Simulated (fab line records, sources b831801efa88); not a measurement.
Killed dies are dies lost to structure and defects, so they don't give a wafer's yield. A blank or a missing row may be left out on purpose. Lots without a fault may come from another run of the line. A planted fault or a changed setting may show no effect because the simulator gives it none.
Which tool did it? | flow sky130 | 24 lots, 72 wafers sampled, at 4 steps of a route of 708

WHAT THE GAUGES READ, wafer by wafer
SKY_CAP2M_RS_MEAS_03: measures by four-point-probe. Usual: CAP2M_TIN_RS 6.93 ohm/sq, standard deviation 0.093.
lot  | measured     | on            | CAP2M_TIN_RS (ohm/sq) | flag
L074 | day 40 11:47 | film_metro-01 | 6.93 6.74 6.81        |
L075 | day 40 20:01 | film_metro-02 | 7.02 6.91 6.83        |
L076 | day 41 08:57 | film_metro-01 | 6.84 6.82 6.87        |
L077 | day 41 06:08 | film_metro-02 | 6.97 6.88 6.94        |
L078 | day 41 10:40 | film_metro-04 | 7.05 6.92 6.82        |
L079 | day 41 13:32 | film_metro-02 | 6.94 7.01 6.98        |
L080 | day 41 22:46 | film_metro-01 | 6.82 6.86 7.07        |
L081 | day 42 13:50 | film_metro-02 | 7.02 6.84 7.00        |
L082 | day 42 14:42 | film_metro-01 | 7.03 6.81 6.88        |
L083 | day 42 18:17 | film_metro-04 | 6.88 6.69 6.77        |
L084 | day 42 23:17 | film_metro-04 | 7.02 6.86 6.93        |
L085 | day 43 03:19 | film_metro-02 | 6.97 6.92 6.95        |
L086 | day 43 05:58 | film_metro-04 | 6.95 7.02 7.01        |
L088 | day 43 22:44 | film_metro-02 | 7.01 6.91 6.93        |
L087 | day 43 23:16 | film_metro-04 | 7.03 6.87 6.99        |
L089 | day 44 05:38 | film_metro-01 | 6.95 6.91 7.01        |
L091 | day 44 14:59 | film_metro-04 | 7.06 6.82 7.07        |
L090 | day 44 22:17 | film_metro-04 | 7.01 6.93 7.01        |
L092 | day 44 21:43 | film_metro-04 | 6.96 6.94 6.96        |
L093 | day 45 05:40 | film_metro-02 | 6.85 6.74 6.78        |
L094 | day 45 07:55 | film_metro-02 | 7.15 7.05 7.13        |
L095 | day 46 04:07 | film_metro-04 | 6.94 6.92 6.93        |
L096 | day 46 00:38 | film_metro-01 | 6.84 6.86 6.98        |
L097 | day 46 04:17 | film_metro-01 | 6.86 6.99 6.93        |

WHICH TOOL RAN EACH LOT (tool, then ch and the chambers of the sampled wafers, then the start)
lot  | SKY_VIA1_CVD_21               | SKY_METAL4_SPUTTER_02        | SKY_CAP2M_CVD_00
L074 | cvd_w-01 ch 0,1, day 34 18:40 | pvd_sputter-04, day 40 11:26 | pecvd-02 ch 0,1, day 40 11:33
L075 | cvd_w-01 ch 1, day 35 02:53   | pvd_sputter-02, day 40 19:42 | pecvd-02 ch 0,1,2, day 40 19:49
L076 | cvd_w-01 ch 0,1, day 35 13:59 | pvd_sputter-04, day 41 08:35 | pecvd-01 ch 0,1,2, day 41 08:43
L077 | cvd_w-01 ch 0,1, day 35 15:37 | pvd_sputter-02, day 41 05:50 | pecvd-03 ch 1,2, day 41 05:57
L078 | cvd_w-01 ch 0,1, day 35 19:19 | pvd_sputter-04, day 41 10:21 | pecvd-02 ch 1,2, day 41 10:28
L079 | cvd_w-01 ch 0, day 35 22:16   | pvd_sputter-04, day 41 13:14 | pecvd-02 ch 0,1, day 41 13:21
L080 | cvd_w-02 ch 0,1, day 36 08:58 | pvd_sputter-01, day 41 22:26 | pecvd-03 ch 0,2, day 41 22:33
L081 | cvd_w-02 ch 0,1, day 36 12:52 | pvd_sputter-01, day 42 13:32 | pecvd-01 ch 1,2, day 42 13:39
L082 | cvd_w-01 ch 0,1, day 37 01:33 | pvd_sputter-01, day 42 14:24 | pecvd-03 ch 0,2, day 42 14:31
L083 | cvd_w-01 ch 1, day 37 07:15   | pvd_sputter-01, day 42 17:58 | pecvd-01 ch 0,2, day 42 18:04
L084 | cvd_w-01 ch 0,1, day 37 14:25 | pvd_sputter-01, day 42 22:57 | pecvd-02 ch 1,2, day 42 23:04
L085 | cvd_w-02 ch 0,1, day 37 17:52 | pvd_sputter-04, day 43 03:01 | pecvd-01 ch 0,1,2, day 43 03:07
L086 | cvd_w-02 ch 0,1, day 37 20:41 | pvd_sputter-01, day 43 05:40 | pecvd-02 ch 0,2, day 43 05:46
L088 | cvd_w-02 ch 0,1, day 38 13:46 | pvd_sputter-04, day 43 22:26 | pecvd-02 ch 0,2, day 43 22:33
L087 | cvd_w-02 ch 0,1, day 38 15:49 | pvd_sputter-01, day 43 22:57 | pecvd-01 ch 0,1, day 43 23:04
L089 | cvd_w-01 ch 0,1, day 38 22:11 | pvd_sputter-01, day 44 05:17 | pecvd-02 ch 0,1, day 44 05:24
L091 | cvd_w-02 ch 1, day 39 07:59   | pvd_sputter-01, day 44 14:40 | pecvd-03 ch 0,1,2, day 44 14:46
L090 | cvd_w-02 ch 0,1, day 39 09:48 | pvd_sputter-04, day 44 21:59 | pecvd-03 ch 0,2, day 44 22:05
L092 | cvd_w-02 ch 0,1, day 39 15:16 | pvd_sputter-04, day 44 21:25 | pecvd-01 ch 0,1,2, day 44 21:31
L093 | cvd_w-02 ch 0, day 40 02:45   | pvd_sputter-04, day 45 05:20 | pecvd-03 ch 1,2, day 45 05:27
L094 | cvd_w-02 ch 0, day 40 04:30   | pvd_sputter-02, day 45 07:36 | pecvd-03 ch 0,1, day 45 07:43
L095 | cvd_w-01 ch 0, day 40 20:47   | pvd_sputter-01, day 45 22:37 | pecvd-03 ch 0,1,2, day 46 03:55
L096 | cvd_w-02 ch 0,1, day 40 22:29 | pvd_sputter-02, day 46 00:17 | pecvd-02 ch 0,1, day 46 00:24
L097 | cvd_w-01 ch 0,1, day 41 02:15 | pvd_sputter-04, day 46 03:59 | pecvd-02 ch 0,2, day 46 04:05
- SKY_VIA1_CVD_21: deposits W, target thk 270 nm, time 80.902 s.
- SKY_METAL4_SPUTTER_02: material AlCu, target thk 735 nm, time 39.1 s.
- SKY_CAP2M_CVD_00: deposits SiO2, target thk 15.5 nm.

WHAT THE TOOLS THEMSELVES READ (means of the sampled wafers that have a number; where no wafer has one, the mark that the record gives instead)
SKY_VIA1_CVD_21. Usual: heater_power_w 861 W, standard deviation 90.
lot  | tool     | heater_power_w (W) | flag
L074 | cvd_w-01 | 918                |
L075 | cvd_w-01 | 764                |
L076 | cvd_w-01 | 925                |
L077 | cvd_w-01 | 907                |
L078 | cvd_w-01 | 837                |
L079 | cvd_w-01 | 994                |
L080 | cvd_w-02 | 908                |
L081 | cvd_w-02 | 859                |
L082 | cvd_w-01 | 836                |
L083 | cvd_w-01 | 772                |
L084 | cvd_w-01 | 849                |
L085 | cvd_w-02 | 867                |
L086 | cvd_w-02 | 902                |
L088 | cvd_w-02 | 903                |
L087 | cvd_w-02 | 860                |
L089 | cvd_w-01 | 844                |
L091 | cvd_w-02 | 771                |
L090 | cvd_w-02 | 791                |
L092 | cvd_w-02 | 812                |
L093 | cvd_w-02 | 883                |
L094 | cvd_w-02 | 888                |
L095 | cvd_w-01 | 980                |
L096 | cvd_w-02 | 807                |
L097 | cvd_w-01 | 839                |

SKY_METAL4_SPUTTER_02. Usual: cathode_dc_power_W 10600 W, standard deviation 2; throttle_valve_pct 30.4 %, standard deviation 0.72.
lot  | tool           | cathode_dc_power_W (W) | throttle_valve_pct (%) | flag
L074 | pvd_sputter-04 | 10601                  | 30.0                   |
L075 | pvd_sputter-02 | 10600                  | 30.9                   |
L076 | pvd_sputter-04 | 10598                  | 30.2                   |
L077 | pvd_sputter-02 | 10601                  | 30.7                   |
L078 | pvd_sputter-04 | 10602                  | 30.6                   |
L079 | pvd_sputter-04 | 10602                  | 30.1                   |
L080 | pvd_sputter-01 | 10600                  | 30.8                   |
L081 | pvd_sputter-01 | 10602                  | 30.6                   |
L082 | pvd_sputter-01 | 10599                  | 29.9                   |
L083 | pvd_sputter-01 | 10600                  | 29.7                   |
L084 | pvd_sputter-01 | 10599                  | 30.6                   |
L085 | pvd_sputter-04 | 10600                  | 30.2                   |
L086 | pvd_sputter-01 | 10600                  | 30.5                   |
L088 | pvd_sputter-04 | 10601                  | 30.2                   |
L087 | pvd_sputter-01 | 10600                  | 30.6                   |
L089 | pvd_sputter-01 | 10601                  | 30.5                   |
L091 | pvd_sputter-01 | 10600                  | 30.5                   |
L090 | pvd_sputter-04 | 10600                  | 30.1                   |
L092 | pvd_sputter-04 | 10599                  | 30.0                   |
L093 | pvd_sputter-04 | 10601                  | 30.5                   |
L094 | pvd_sputter-02 | 10600                  | 31.9                   |
L095 | pvd_sputter-01 | 10597                  | 30.3                   |
L096 | pvd_sputter-02 | 10601                  | 31.5                   |
L097 | pvd_sputter-04 | 10601                  | 30.2                   |

SKY_CAP2M_CVD_00. Usual: heater_power_w 788 W, standard deviation 100.
lot  | tool     | heater_power_w (W) | flag
L074 | pecvd-02 | 704                |
L075 | pecvd-02 | 752                |
L076 | pecvd-01 | 759                |
L077 | pecvd-03 | 881                |
L078 | pecvd-02 | 787                |
L079 | pecvd-02 | 774                |
L080 | pecvd-03 | 884                |
L081 | pecvd-01 | 759                |
L082 | pecvd-03 | 823                |
L083 | pecvd-01 | 893                |
L084 | pecvd-02 | 778                |
L085 | pecvd-01 | 724                |
L086 | pecvd-02 | 670                |
L088 | pecvd-02 | 705                |
L087 | pecvd-01 | 641                |
L089 | pecvd-02 | 771                |
L091 | pecvd-03 | 887                |
L090 | pecvd-03 | 854                |
L092 | pecvd-01 | 762                |
L093 | pecvd-03 | 790                |
L094 | pecvd-03 | 880                |
L095 | pecvd-03 | 879                |
L096 | pecvd-02 | 773                |
L097 | pecvd-02 | 748                |

THE ANSWER, worked out from the rows above alone
Rule: a lot is off if the mean of its wafers that have a number lies more than 3 standard deviations from the usual mean. A lot without any number at a reading at which 4 lots or more have one is off too. The other lots that the step has rows for count as sound. The gauges are gone through in route order, then the tools' own readings, and for those a lot's mean is taken as printed above. The first step at which some lot is off is used, and at that step the reading that is off furthest; a lot without a number counts as furthest.
No lot is off at any reading shown: from this, nothing can be told.

WHAT THE SIMULATOR HAD PUT IN
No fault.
